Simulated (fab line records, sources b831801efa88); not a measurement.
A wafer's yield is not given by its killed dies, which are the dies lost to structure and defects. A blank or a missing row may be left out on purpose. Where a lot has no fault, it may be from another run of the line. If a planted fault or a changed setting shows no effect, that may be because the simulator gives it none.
fab line records / flow sky130
record: lots: 4 wafers: 12 last_day: 50
route steps=708 shown VIA3@593 METAL4@598 CAP2M@603
lots untouched by any fault: they come from a run of this same line in which no faults occurred
start_h: the number of hours between the record's first day and the start of the first shown wafer of the lot / wait_h: hours from the lot's prior step to this one / " same as the row above / L1.1+2: a single row standing in for several wafers / - either no value or no given start / * or withheld: withheld / < > ~ a bound
route shown NAME@n: NAME is a module with steps in the file, n the number in the route of the first one / usual: mean/standard deviation taken from wafers without a fault / same: alike in all rows / chamber/n: place in a boat / sites: per-site readings / _std_site: standard deviation across them / _edge_site: inner sites' mean taken away from outer sites' mean / radius_mm: for every site, how far away it sits from the centre of the wafer / mask NAME#n: copy n / behind: the last tool/chamber to shape the wafer / hold: what put the lot on hold/how long, in hours/how the hold closed / device: whichever transistor did not switch (one of n, p or np) / end of line: the route-end tests of the same wafers / a step given without rows: its recipe and nothing more / killed: dies that structure and defects cost at the first sort, which is not the same as the wafer's yield / map: per-die view of a wafer (x killed, . not killed, _ where there is no die)
set.NAME: the run value of the setting; set.NAME@STEP: its run value at that earlier step / model.NAME: the simulator's own value behind a step, which no gauge read
a table for each step, a row for each wafer; lots at some steps of the route
services: from which hour (start_h, from the record's first day; less than 0 if before it) a tool's chamber was out of use, for how many hours, and why
== steps ==
step: SKY_VIA3_SPUTTER_20
recipe: material: TiN target_thk_nm: 20 chamber_pressure_pa: 5 power_w: 4000 time_s: 80
step: SKY_VIA3_CVD_21
recipe: material: W target_thk_nm: 390 time_s: 117.31 temp_c: 400 pressure_torr: 40
step: SKY_VIA3_CMP_24
recipe: stop_on: SiO2 t_overpolish_s: 20 down_force_psi: 3.5 platen_rpm: 60 target_thk_nm: 0 pad_velocity_m_s: 0.94248
step: SKY_METAL4_SPUTTER_00
recipe: material: Ti target_thk_nm: 15 power_w: 3000 time_s: 10 chamber_pressure_pa: 0.4
step: SKY_METAL4_SPUTTER_01
recipe: material: TiN target_thk_nm: 20 power_w: 6500 time_s: 16.7 chamber_pressure_pa: 0.392
step: SKY_METAL4_SPUTTER_02
recipe: material: AlCu target_thk_nm: 735 power_w: 10600 time_s: 39.1 chamber_pressure_pa: 0.4
step: SKY_METAL4_SPUTTER_03
recipe: material: Ti target_thk_nm: 5 power_w: 3000 time_s: 3.3 chamber_pressure_pa: 0.4
step: SKY_METAL4_SPUTTER_04
recipe: material: TiN target_thk_nm: 70 power_w: 6500 time_s: 58.3 chamber_pressure_pa: 0.4
step: SKY_CAP2M_CVD_00
recipe: material: SiO2 target_thk_nm: 15.5 temp_c: 400 time_s: withheld rf_w: 450
step: SKY_CAP2M_SPUTTER_02
recipe: material: TiN target_thk_nm: 200 temp_c: 300 power_w: 6500 time_s: 166.7 chamber_pressure_pa: 0.4
usual: chamber_pressure_pa: 0.4001/0.0009 substrate_temp_c: 299.99/0.19 throttle_valve_pct: 30.2/1.1
lot.wafer=L921.1 tool=pvd_sputter-03 chamber=- start_h=941.60 wait_h=0.1 chamber_pressure_pa=0.4001 substrate_temp_c=300.07 throttle_valve_pct=30.9 model.TiN_of_CAP2M_SPUTTER_02.thk_nm=198.7
lot.wafer=L921.2 tool=pvd_sputter-03 chamber=- start_h=941.60 wait_h=0.1 chamber_pressure_pa=0.4000 substrate_temp_c=299.89 throttle_valve_pct=30.7 model.TiN_of_CAP2M_SPUTTER_02.thk_nm=202.9
lot.wafer=L921.4 tool=pvd_sputter-03 chamber=- start_h=941.60 wait_h=0.1 chamber_pressure_pa=0.4001 substrate_temp_c=300.24 throttle_valve_pct=28.9 model.TiN_of_CAP2M_SPUTTER_02.thk_nm=201.4
lot.wafer=L924.2 tool=pvd_sputter-04 chamber=- start_h=962.80 wait_h=0.0 chamber_pressure_pa=0.3992 substrate_temp_c=299.80 throttle_valve_pct=28.4 model.TiN_of_CAP2M_SPUTTER_02.thk_nm=197.2
lot.wafer=L924.3 tool=pvd_sputter-04 chamber=- start_h=962.80 wait_h=0.0 chamber_pressure_pa=0.4017 substrate_temp_c=299.74 throttle_valve_pct=32.2 model.TiN_of_CAP2M_SPUTTER_02.thk_nm=200.7
lot.wafer=L924.4 tool=pvd_sputter-04 chamber=- start_h=962.80 wait_h=0.0 chamber_pressure_pa=0.4001 substrate_temp_c=299.85 throttle_valve_pct=29.6 model.TiN_of_CAP2M_SPUTTER_02.thk_nm=198.8
lot.wafer=L941.1 tool=pvd_sputter-03 chamber=- start_h=1078.81 wait_h=0.1 chamber_pressure_pa=0.4556 substrate_temp_c=299.85 throttle_valve_pct=29.0 model.TiN_of_CAP2M_SPUTTER_02.thk_nm=193.5
lot.wafer=L941.2 tool=pvd_sputter-03 chamber=- start_h=1078.81 wait_h=0.1 chamber_pressure_pa=0.4553 substrate_temp_c=299.88 throttle_valve_pct=28.5 model.TiN_of_CAP2M_SPUTTER_02.thk_nm=195.6
lot.wafer=L941.6 tool=pvd_sputter-03 chamber=- start_h=1078.81 wait_h=0.1 chamber_pressure_pa=0.4555 substrate_temp_c=300.01 throttle_valve_pct=29.1 model.TiN_of_CAP2M_SPUTTER_02.thk_nm=194
lot.wafer=L942.1 tool=pvd_sputter-03 chamber=- start_h=1081.51 wait_h=0.1 chamber_pressure_pa=0.4558 substrate_temp_c=300.17 throttle_valve_pct=28.9 model.TiN_of_CAP2M_SPUTTER_02.thk_nm=195.1
lot.wafer=L942.5 tool=pvd_sputter-03 chamber=- start_h=1081.51 wait_h=0.1 chamber_pressure_pa=0.4554 substrate_temp_c=299.75 throttle_valve_pct=28.7 model.TiN_of_CAP2M_SPUTTER_02.thk_nm=194.4
lot.wafer=L942.6 tool=pvd_sputter-03 chamber=- start_h=1081.51 wait_h=0.1 chamber_pressure_pa=0.4536 substrate_temp_c=300.29 throttle_valve_pct=27.2 model.TiN_of_CAP2M_SPUTTER_02.thk_nm=195.2
step: SKY_CAP2M_DEHYDRATE_05
recipe: temp_c: 200 time_s: 60
step: SKY_CAP2M_HMDS_06
recipe: prime_time_s: 60 prime_temp_c: 120
step: SKY_CAP2M_COAT_07
recipe: resist: NOVOLAK spin_rpm: 3000 resist_thk_nm: 1140
step: SKY_CAP2M_SOFTBAKE_08
recipe: temp_c: 90 time_s: 60 resist: NOVOLAK
step: SKY_CAP2M_EXPOSE_09
recipe: mask_id: CAP2M na: 0.6 source_shape: conventional sigma_outer: 0.6 polarization: unpolarized target_cd_nm: 1000 dose_mj: 159
step: SKY_CAP2M_PEB_10
recipe: temp_c: withheld time_s: * resist: NOVOLAK
step: SKY_CAP2M_DEVELOP_11
recipe: resist: NOVOLAK developer: TMAH develop_time_s: 60 dev_temp_c: 23.64
step: SKY_CAP2M_METAL_ETCH_13
recipe: target_depth_nm: 220 stop_on: SiO2 chemistry: Cl2/BCl3 target: TiN pressure_mtorr: 10 icp_w: 900 bias_w: 48.5 Cl2_flow_sccm: 60 bcl3_flow_sccm: 30 time_s: 62.9
usual: drypump_motor_current_A: 5.5/0.37 oes_product_au: 0.943/0.0082 throttle_valve_pct: 21.902/0.01
lot.wafer=L921.1 tool=rie_metal-04 chamber=1 start_h=966.16 wait_h=0.0 drypump_motor_current_A=5.2 oes_product_au=0.947 rf_hours_counter_h=6 throttle_valve_pct=21.889 model.CAP2M.feature_depth_nm=198.7 model.etch.depth_nm=198.7
lot.wafer=L921.2 tool=rie_metal-04 chamber=1 start_h=966.16 wait_h=0.0 drypump_motor_current_A=5.2 oes_product_au=0.946 rf_hours_counter_h=- throttle_valve_pct=21.890 model.CAP2M.feature_depth_nm=202.9 model.etch.depth_nm=202.9
lot.wafer=L921.4 tool=rie_metal-04 chamber=1 start_h=966.16 wait_h=0.0 drypump_motor_current_A=5.2 oes_product_au=0.942 rf_hours_counter_h=- throttle_valve_pct=21.912 model.CAP2M.feature_depth_nm=201.4 model.etch.depth_nm=201.4
lot.wafer=L924.2 tool=rie_metal-01 chamber=1 start_h=985.71 wait_h=0.0 drypump_motor_current_A=5.1 oes_product_au=0.937 rf_hours_counter_h=17 throttle_valve_pct=21.917 model.CAP2M.feature_depth_nm=197.2 model.etch.depth_nm=197.2
lot.wafer=L924.3 tool=rie_metal-01 chamber=1 start_h=985.71 wait_h=0.0 drypump_motor_current_A=5.1 oes_product_au=0.946 rf_hours_counter_h=- throttle_valve_pct=21.904 model.CAP2M.feature_depth_nm=200.7 model.etch.depth_nm=200.7
lot.wafer=L924.4 tool=rie_metal-01 chamber=0 start_h=985.71 wait_h=0.0 drypump_motor_current_A=6.0 oes_product_au=0.950 rf_hours_counter_h=- throttle_valve_pct=21.907 model.CAP2M.feature_depth_nm=198.8 model.etch.depth_nm=198.8
lot.wafer=L941.1 tool=rie_metal-02 chamber=0 start_h=1099.31 wait_h=0.0 drypump_motor_current_A=5.3 oes_product_au=0.925 rf_hours_counter_h=21 throttle_valve_pct=21.911 model.CAP2M.feature_depth_nm=193.5 model.etch.depth_nm=193.5
lot.wafer=L941.2 tool=rie_metal-02 chamber=0 start_h=1099.31 wait_h=0.0 drypump_motor_current_A=5.2 oes_product_au=0.931 rf_hours_counter_h=- throttle_valve_pct=21.901 model.CAP2M.feature_depth_nm=195.6 model.etch.depth_nm=195.6
lot.wafer=L941.6 tool=rie_metal-02 chamber=0 start_h=1099.31 wait_h=0.0 drypump_motor_current_A=5.3 oes_product_au=0.927 rf_hours_counter_h=- throttle_valve_pct=21.910 model.CAP2M.feature_depth_nm=194 model.etch.depth_nm=194
lot.wafer=L942.1 tool=rie_metal-02 chamber=0 start_h=1101.75 wait_h=0.0 drypump_motor_current_A=5.3 oes_product_au=0.925 rf_hours_counter_h=21 throttle_valve_pct=21.905 model.CAP2M.feature_depth_nm=195.1 model.etch.depth_nm=195.1
lot.wafer=L942.5 tool=rie_metal-02 chamber=0 start_h=1101.75 wait_h=0.0 drypump_motor_current_A=5.3 oes_product_au=0.928 rf_hours_counter_h=- throttle_valve_pct=21.904 model.CAP2M.feature_depth_nm=194.4 model.etch.depth_nm=194.4
lot.wafer=L942.6 tool=rie_metal-02 chamber=0 start_h=1101.75 wait_h=0.0 drypump_motor_current_A=5.3 oes_product_au=0.926 rf_hours_counter_h=- throttle_valve_pct=21.900 model.CAP2M.feature_depth_nm=195.2 model.etch.depth_nm=195.2
step: SKY_CAP2M_STRIP_14
recipe: chemistry: O2/N2 power_w: 1400 pressure_mtorr: 1500 platen_temp_c: withheld o2_flow_sccm: 3000 n2_flow_sccm: 300 overash_fraction: 0.5
step: SKY_CAP2M_STRIP_15
recipe: chemistry: post_etch_residue_remover time_s: 1200 temp_c: 72.5
step: SKY_CAP2M_CLEAN_16
recipe: chemistry: IPA time_s: 180 temp_c: 25
step: SKY_CAP2M_CLEAN_17
recipe: chemistry: O3/DIW dry: n2_spin
step: SKY_METAL4_DEHYDRATE_05
recipe: temp_c: 200 time_s: 60
step: SKY_METAL4_HMDS_06
recipe: prime_time_s: 60 prime_temp_c: 120
step: SKY_METAL4_COAT_07
recipe: resist: BARC temp_c: withheld time_s: withheld spin_rpm: 3000 resist_thk_nm: 60
step: SKY_METAL4_COAT_08
recipe: resist: KrF-thick spin_rpm: 3000 resist_thk_nm: 1140
step: SKY_METAL4_SOFTBAKE_09
recipe: temp_c: 100 time_s: 90 resist: KrF-thick
step: SKY_METAL4_EXPOSE_10
recipe: mask_id: MM4 na: 0.68 source_shape: annular sigma_inner: 0.4 sigma_outer: 0.8 target_cd_nm: 300 dose_mj: 28
step: SKY_METAL4_PEB_11
recipe: peb_temp_c: withheld peb_time_s: withheld resist: KrF-thick
step: SKY_METAL4_DEVELOP_12
recipe: develop_time_s: 60 resist: KrF-thick dev_temp_c: 21
step: SKY_METAL4_DESCUM_15
recipe: chemistry: O2 source_power_w: 150 bias_power_w: 0 pressure_mtorr: 10 temp_c: 40 time_s: 8
step: SKY_METAL4_ETCH_16
recipe: chemistry: N2/H2 target: BARC ion_energy_ev: 200 bias_w: 100 pressure_mtorr: 30 n2_flow_sccm: 100 h2_flow_sccm: 200 icp_w: 500 stop_on: SiO2 time_s: 91.81 target_depth_a: 600
step: SKY_METAL4_ETCH_17
recipe: target: SiO2 stop_on: TiN chemistry: C4F8/O2/Ar source_w: 1500 bias_w: 1200 pressure_mtorr: 40 c4f8_flow_sccm: withheld O2_flow_sccm: 6 Ar_flow_sccm: 300 time_s: 3.9 target_depth_a: 150
step: SKY_METAL4_METAL_ETCH_18
recipe: target_depth_a: 8450 stop_on: SiO2 over_etch_frac: 0.3 time_s: 183.1 chemistry: Cl2/BCl3 resist_sidewall_deg: 88 pressure_mtorr: 10 icp_w: 900 bias_w: 48.5 Cl2_flow_sccm: 60 bcl3_flow_sccm: 30
step: SKY_METAL4_STRIP_20
recipe: chemistry: post_etch_residue_remover time_s: 1200 temp_c: 72.5
usual: temp_c: 72.50/0.13
lot.wafer=L921.1 tool=wet_bench-01 chamber=3 start_h=990.64 wait_h=0.1 temp_c=72.51 model.TiN_of_CAP2M_SPUTTER_02.thk_nm=197.8
lot.wafer=L921.2 tool=wet_bench-01 chamber=3 start_h=990.64 wait_h=0.1 temp_c=72.43 model.TiN_of_CAP2M_SPUTTER_02.thk_nm=202.1
lot.wafer=L921.4 tool=wet_bench-01 chamber=3 start_h=990.64 wait_h=0.1 temp_c=72.38 model.TiN_of_CAP2M_SPUTTER_02.thk_nm=200.6
lot.wafer=L924.2 tool=wet_bench-02 chamber=1 start_h=1010.40 wait_h=0.1 temp_c=72.62 model.TiN_of_CAP2M_SPUTTER_02.thk_nm=196.4
lot.wafer=L924.3 tool=wet_bench-02 chamber=1 start_h=1010.40 wait_h=0.1 temp_c=72.62 model.TiN_of_CAP2M_SPUTTER_02.thk_nm=199.9
lot.wafer=L924.4 tool=wet_bench-02 chamber=1 start_h=1010.40 wait_h=0.1 temp_c=72.48 model.TiN_of_CAP2M_SPUTTER_02.thk_nm=197.9
lot.wafer=L941.1 tool=wet_bench-02 chamber=3 start_h=1120.24 wait_h=0.1 temp_c=72.51 model.TiN_of_CAP2M_SPUTTER_02.thk_nm=192.6
lot.wafer=L941.2 tool=wet_bench-02 chamber=3 start_h=1120.24 wait_h=0.1 temp_c=72.47 model.TiN_of_CAP2M_SPUTTER_02.thk_nm=194.7
lot.wafer=L941.6 tool=wet_bench-02 chamber=3 start_h=1120.24 wait_h=0.1 temp_c=72.48 model.TiN_of_CAP2M_SPUTTER_02.thk_nm=193.2
lot.wafer=L942.1 tool=wet_bench-02 chamber=3 start_h=1122.32 wait_h=0.1 temp_c=72.64 model.TiN_of_CAP2M_SPUTTER_02.thk_nm=194.3
lot.wafer=L942.5 tool=wet_bench-02 chamber=3 start_h=1122.32 wait_h=0.1 temp_c=72.80 model.TiN_of_CAP2M_SPUTTER_02.thk_nm=193.6
lot.wafer=L942.6 tool=wet_bench-02 chamber=3 start_h=1122.32 wait_h=0.1 temp_c=72.69 model.TiN_of_CAP2M_SPUTTER_02.thk_nm=194.4
== services ==
tool=rie_metal-04 chamber=0 start_h=960.89 hours=- kind=clean
tool=rie_metal-04 chamber=0 start_h=960.89 hours=22.9 kind=scheduled_down
tool=rie_metal-04 chamber=0 start_h=960.89 hours=22.9 kind=vent_cycle
tool=rie_metal-04 chamber=- start_h=975.46 hours=55.4 kind=repair
tool=pvd_sputter-03 chamber=- start_h=987.66 hours=2.1 kind=repair
tool=pvd_sputter-04 chamber=2 start_h=999.92 hours=- kind=consumable_replace:kit
tool=pvd_sputter-04 chamber=2 start_h=999.92 hours=18.0 kind=scheduled_down
tool=pvd_sputter-04 chamber=2 start_h=999.92 hours=18.0 kind=vent_cycle
tool=rie_metal-02 chamber=- start_h=1011.53 hours=0.3 kind=repair
tool=pvd_sputter-03 chamber=3 start_h=1028.91 hours=- kind=consumable_replace:kit
tool=pvd_sputter-03 chamber=3 start_h=1028.91 hours=18.0 kind=scheduled_down
tool=pvd_sputter-03 chamber=3 start_h=1028.91 hours=18.0 kind=vent_cycle
tool=pvd_sputter-03 chamber=- start_h=1060.25 hours=1.5 kind=repair
tool=rie_metal-02 chamber=1 start_h=1097.00 hours=- kind=clean
tool=rie_metal-02 chamber=1 start_h=1097.00 hours=15.1 kind=scheduled_down
tool=rie_metal-02 chamber=1 start_h=1097.00 hours=15.1 kind=vent_cycle
tool=pvd_sputter-03 chamber=2 start_h=1107.73 hours=- kind=consumable_replace:kit
tool=pvd_sputter-03 chamber=2 start_h=1107.73 hours=18.0 kind=scheduled_down
tool=pvd_sputter-03 chamber=2 start_h=1107.73 hours=18.0 kind=vent_cycle
tool=pvd_sputter-04 chamber=1 start_h=1122.10 hours=- kind=consumable_replace:kit
tool=pvd_sputter-04 chamber=1 start_h=1122.10 hours=18.0 kind=scheduled_down
tool=pvd_sputter-04 chamber=1 start_h=1122.10 hours=18.0 kind=vent_cycle
== key ==
first_sign: step: SKY_CAP2M_SPUTTER_02 reading: chamber_pressure_pa direction: up sigmas: 62 usual: 0.4001 struck: 0.4552
effect none on later readings
model_effect: step: SKY_CAP2M_SPUTTER_02 value: TiN_of_CAP2M_SPUTTER_02.thk_nm without: 198.6 struck: 194.6
model_effect: step: SKY_CAP2M_METAL_ETCH_13 value: CAP2M.feature_depth_nm without: 198.6 struck: 194.6
model_effect: step: SKY_METAL4_STRIP_20 value: TiN_of_CAP2M_SPUTTER_02.thk_nm without: 197.8 struck: 193.8
met_at SKY_CAP2M_SPUTTER_02
struck_wafers L941.1,L941.2,L941.6,L942.1,L942.5,L942.6
onset_between 941.60 1078.81
fault: kind: process_parameter_drift tool: pvd_sputter-03 chamber: - onset_h: 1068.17 steps: SKY_CAP2M_SPUTTER_02 channel: chamber_pressure_pa offset: 0.054374 shape: step end_h: 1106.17 acts_in: these_recipes_only stated: 0.4
